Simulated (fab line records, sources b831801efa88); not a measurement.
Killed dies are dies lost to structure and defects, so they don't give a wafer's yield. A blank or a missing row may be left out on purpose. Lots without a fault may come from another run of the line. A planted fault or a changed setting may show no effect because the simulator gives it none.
Which tool did it? | flow gf180mcu | 11 lots, 33 wafers sampled, at 4 steps of a route of 602

WHAT THE GAUGES READ, wafer by wafer
GF_M4_THK_MEAS_06: measures by xrf.
lot  | measured     | on            | M4_ALCU_THK (nm)
L213 | day 22 15:08 | film_metro-04 | 436 441 437
L215 | day 23 14:44 | film_metro-04 | 437 436 439
L217 | day 24 02:29 | film_metro-03 | 439 443 438
L218 | day 24 22:20 | film_metro-03 | 425 437 438
L219 | day 25 01:43 | film_metro-04 | 441 443 438
L220 | day 25 07:43 | film_metro-04 | 441 442 442
L223 | day 26 06:11 | film_metro-03 | 433 440 432
L224 | day 26 11:50 | film_metro-02 | 439 437 444
L232 | day 28 21:43 | film_metro-03 | 446 447 451
L234 | day 29 09:30 | film_metro-03 | 445 446 446
L236 | day 29 22:25 | film_metro-04 | 445 436 448

GF_V4_THK_MEAS_01.
lot  | measured     | on            | V4_CVD_00_THK (nm)
L213 | day 23 15:04 | film_metro-02 | 607 603 611
L215 | day 24 13:28 | film_metro-02 | 600 607 605
L217 | day 25 01:26 | film_metro-02 | 595 590 602
L218 | day 25 20:17 | film_metro-01 | 600 601 603
L219 | day 25 23:29 | film_metro-02 | 599 606 611
L220 | day 26 05:29 | film_metro-03 | 612 614 619
L223 | day 27 03:49 | film_metro-02 | 595 588 599
L224 | day 27 09:19 | film_metro-02 | 593 596 607
L232 | day 29 18:15 | film_metro-03 | 601 595 602
L234 | day 30 04:19 | film_metro-03 | 594 589 605
L236 | day 30 18:00 | film_metro-03 | 598 598 588

GF_V4_BOW_MEAS_05.
lot  | measured     | on            | V4_BOW (um)
L213 | day 23 15:36 | film_metro-01 | 147 142 134
L215 | day 24 13:58 | film_metro-02 | 152 150 146
L217 | day 25 01:57 | film_metro-02 | 106 113 127
L218 | day 25 20:46 | film_metro-02 | 131 140 138
L219 | day 25 23:59 | film_metro-01 | 134 132 130
L220 | day 26 05:59 | film_metro-02 | 127 134 137
L223 | day 27 04:19 | film_metro-03 | 138 132 135 - - -
L224 | day 27 09:50 | film_metro-01 | 129 147 138 - - -
L232 | day 29 19:17 | film_metro-02 | 150 135 144
L234 | day 30 04:49 | film_metro-01 | 146 156 144
L236 | day 30 18:31 | film_metro-03 | 116 121 117

WHICH TOOL RAN EACH LOT (tool, then ch and the chambers of the sampled wafers, then the start)
lot  | GF_V4_CMP_04
L213 | cmp-02 ch 0,1,3, day 23 15:26
L215 | cmp-01 ch 0,2,3, day 24 13:44
L217 | cmp-01 ch 0,1, day 25 01:37
L218 | cmp-02 ch 0,2,3, day 25 20:31
L219 | cmp-02 ch 0,1, day 25 23:44
L220 | cmp-02 ch 0,2,3, day 26 05:41
L223 | cmp-01 ch 0,1,2, day 27 04:08
L224 | cmp-01 ch 1,2,3, day 27 09:37
L232 | cmp-02 ch 0,1,2, day 29 18:59
L234 | cmp-02 ch 2,3, day 30 04:30
L236 | cmp-02 ch 0,1,2, day 30 18:10
- GF_V4_CMP_04: polishes SiO2.

WHAT THE TOOLS THEMSELVES READ (means of the sampled wafers that have a number; where no wafer has one, the mark that the record gives instead)
GF_V4_CMP_04.
lot  | tool   | edge_zone_pressure_frac | motor_current_A (A) | platen_rpm (rpm) | slurry_filter_dp_kPa (kPa) | time_to_endpoint_s (s)
L213 | cmp-02 | 0.995                   | 12.2                | 59.99            | 13.50                      | 75
L215 | cmp-01 | 1.003                   | 12.8                | 60.00            | 13.53                      | 84
L217 | cmp-01 | 1.002                   | 11.6                | 60.00            | 13.49                      | 76
L218 | cmp-02 | 1.000                   | 11.3                | 60.01            | 13.46                      | 67
L219 | cmp-02 | 0.995                   | 13.6                | 59.95            | 13.54                      | 80
L220 | cmp-02 | 1.000                   | 11.1                | 60.00            | 13.52                      | 69
L223 | cmp-01 | 0.999                   | 12.0                | 60.01            | 13.44                      | 107
L224 | cmp-01 | 1.003                   | 12.4                | 59.97            | 13.61                      | 104
L232 | cmp-02 | 1.000                   | 12.7                | 60.03            | 13.45                      | 76
L234 | cmp-02 | 0.992                   | 11.0                | 60.00            | 13.41                      | 66
L236 | cmp-02 | 0.996                   | 12.6                | 59.99            | 13.50                      | 71

THE ANSWER, worked out from the rows above alone
Rule: what is usual is taken from the lots themselves. Put in order of their means at a reading, lots are off if they are a third of the lots or fewer, leave a main group of 4 or more, and stand apart from it by a gap of 3 or more times the standard deviation of the main group's means; of several such gaps the widest counts. A main group whose means are all the same, to the digits that the tables above print for the reading, isn't used. A lot without any number at a reading at which 4 lots or more have one is off too. The other lots that the step has rows for count as sound. The gauges are gone through in route order, then the tools' own readings, and for those a lot's mean is taken as printed above. The first step at which some lot is off is used, and at that step the reading that is off furthest; a lot without a number counts as furthest.
Off: L223, L224, at GF_V4_CMP_04 (time_to_endpoint_s). The main group: mean 74 s, standard deviation 5.7.
A tool fits if, at that step or a process step before it, it ran every lot that is off, and no sound lot after the first of them. One fits: cmp-01 at GF_V4_CMP_04. Its last sound lot is L217 (day 25 01:37), its first lot that is off L223 (day 27 04:08): a fault that began between those two fits.
The tool's own readings at GF_V4_CMP_04 bear it out: on the lots that are off they differ by more than 5 times the standard deviation of the sound lots' means. time_to_endpoint_s reads 106 s there against 74 s on the sound lots.

WHAT THE SIMULATOR HAD PUT IN
Process parameter drift: cmp-01, from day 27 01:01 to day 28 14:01, at GF_V4_CMP_04. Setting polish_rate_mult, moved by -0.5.
Lots struck among those shown: L223, L224. The rule above found the same.
